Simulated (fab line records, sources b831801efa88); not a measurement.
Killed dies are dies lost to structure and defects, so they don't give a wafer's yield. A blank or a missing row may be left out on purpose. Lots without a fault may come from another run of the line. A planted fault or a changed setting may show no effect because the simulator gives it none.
Problem report in the 8D (eight disciplines) form, filled by code | flow sfq_line | the parts of the form that need people (team, actions taken, sign-off) are left out

1. THE PROBLEM
time_to_endpoint_s at SFQ_TRILAYER_I6_CMP_CMP_166 reads a mean of 281 s on 4 wafers of 3 lots; wafers without a fault read 215 s with a standard deviation of 6.5. That is +10 standard deviations from the usual mean.
The step: polishes SiO2.
First seen on wafer L215.3, day 78 02:21, on cmp-01. The record holds 45 wafers of 15 lots with a number at this step. Rule for "out", or "out of limits": more than 4 standard deviations from the usual mean. The other wafers with a number count as sound.

2. WHAT IT IS AND WHAT IT IS NOT
question                    | is                             | is not
which readings at this step | time_to_endpoint_s             | -
which lots                  | L215, L216, L217               | L201, L203, L204, L206, L207, L208, L209, L210, L218, L220, L222, L224
which wafers of those lots  | L215.3, L215.5, L216.4, L217.5 | L215.6, L216.1, L216.2, L217.2, L217.6
read on which tools         | cmp-01                         | cmp-02
when                        | from day 78 02:21              | up to then (25 sound wafers); but 16 sound wafers of L216, L217, L218, L220, L222, L224 came after

3. SUSPECTS, AND WHAT RULES EACH OUT
Counting: a tool at a process step up to the reading stays a suspect if it ran every lot that is out. Sound lots after the first of them don't rule it out here, since some wafers of a struck lot are sound.
- rie_metal-01 at SFQ_TRILAYER_R5_STRIP_STRIP_140 (strips in O2): kept. It ran every lot that is out, first L215 (day 67 00:01); its last sound lot up to then is L208 (day 66 15:25).
- cmp-01 at SFQ_TRILAYER_I6_CMP_CMP_166 (polishes SiO2): kept. It ran every lot that is out, first L215 (day 78 02:21); its last sound lot up to then is L210 (day 77 07:32). Its own readings are out on those wafers: time_to_endpoint_s.
Left after counting: rie_metal-01 at SFQ_TRILAYER_R5_STRIP_STRIP_140, cmp-01 at SFQ_TRILAYER_I6_CMP_CMP_166.

4. THE CAUSE (what the simulator had put in)
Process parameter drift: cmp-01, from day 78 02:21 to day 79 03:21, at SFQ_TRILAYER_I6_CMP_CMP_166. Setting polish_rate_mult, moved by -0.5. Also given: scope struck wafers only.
Counting left 2 suspects, and this tool is among them.

5. THE CHAIN OF EFFECTS, in route order
Each row: a reading whose mean over the struck wafers that have a number lies more than 3 standard deviations from the usual. Only readings for which the record gives a usual standard deviation are gone through. hours: the time from each lot's start at the first step in this table that gives one to its start at this step, as a median over the lots. sigmas: the change in usual standard deviations.
hours | step                                  | reading            | usual      | on struck wafers | change | sigmas
0     | SFQ_TRILAYER_I6_CMP_CMP_166           | time_to_endpoint_s | 215 s      | 281              | +66    | +10
2     | SFQ_TRILAYER_I6_METRO_MEASURE_167     | thk_nm             | 200.0 nm   | 305.5            | +105.5 | +99 or more
94    | SFQ_TRILAYER_I6_VIA_ETCH_VIA_ETCH_172 | oes_product_au     | 0.854 a.u. | 0.994            | +0.140 | +29
The process steps in it:
- SFQ_TRILAYER_I6_CMP_CMP_166: polishes SiO2.
- SFQ_TRILAYER_I6_METRO_MEASURE_167
- SFQ_TRILAYER_I6_VIA_ETCH_VIA_ETCH_172: etches SiO2 in CHF3, stops on Nb, target depth 260 nm.

6. WHAT WOULD HAVE CAUGHT IT SOONER
In this record the first reading out of limits was taken at day 78 02:21, 0 hours after the fault began at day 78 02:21.
